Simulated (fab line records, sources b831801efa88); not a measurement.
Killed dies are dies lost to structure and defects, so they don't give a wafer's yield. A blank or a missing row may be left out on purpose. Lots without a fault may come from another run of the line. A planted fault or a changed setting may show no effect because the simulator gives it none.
Chamber matching | flow sky130 | SKY_VIA3_CMP_24 on cmp-01: 4 sister chambers
The step polishes, stops on SiO2, t overpolish 20 s, target thk 0 nm. 8 wafers are shown with their chamber, then 10 later ones without.

WAFERS WITH THEIR CHAMBER
wafer  | chamber | motor_current_A (A) | time_to_endpoint_s (s)
L577.1 | 2       | 11.3                | 94
L586.4 | 2       | 10.7                | 98
L588.3 | 1       | 10.6                | 97
L590.3 | 1       | 10.8                | 104
L590.5 | 0       | 10.4                | 103
L590.6 | 3       | 11.3                | 98
L591.2 | 0       | 10.2                | 101
L591.3 | 3       | 11.8                | 97

WAFERS WITHOUT THEIR CHAMBER
wafer  | motor_current_A (A) | time_to_endpoint_s (s)
L591.5 | 12.1                | 96
L592.3 | 9.9                 | 98
L592.4 | 11.0                | 96
L592.6 | 10.4                | 103
L594.1 | 10.7                | 104
L594.2 | 12.3                | 97
L594.5 | 10.7                | 106
L595.1 | 10.3                | 105
L595.2 | 10.7                | 109
L595.4 | 11.2                | 102

WHICH CHAMBER EACH WENT THROUGH
wafer  | from the rows above               | in truth
L591.5 | can't be placed: 3 or 2           | 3
L592.3 | can't be placed: 0 or 1 or 2      | 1
L592.4 | can't be placed: 2 or 1 or 3      | 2
L592.6 | can't be placed: 0 or 1           | 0
L594.1 | can't be placed: 1 or 0 or 2      | 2
L594.2 | can't be placed: 3 or 2           | 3
L594.5 | can't be placed: 1 or 0 or 2      | 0
L595.1 | can't be placed: 0 or 1           | 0
L595.2 | can't be placed: 0 or 1 or 2      | 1
L595.4 | can't be placed: 1 or 3 or 2 or 0 | 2
Placed correctly: 0 of 10. Can't be placed from these rows: 10 (the true chamber is among the candidates in 10). Placed wrongly: 0.
How it was worked out, from the rows above alone: a wafer's distance from a chamber is the root of the sum, over the readings, of the square of ((its reading less the chamber's mean) divided by the reading's scatter). The wafer belongs to the nearest chamber; if the next one is less than 2 further off, it can't be placed. A chamber's mean is the mean of its shown wafers. The scatter: the root of (the sum of the squares of (reading less its chamber's mean) over the shown wafers, divided by (wafers less chambers)).
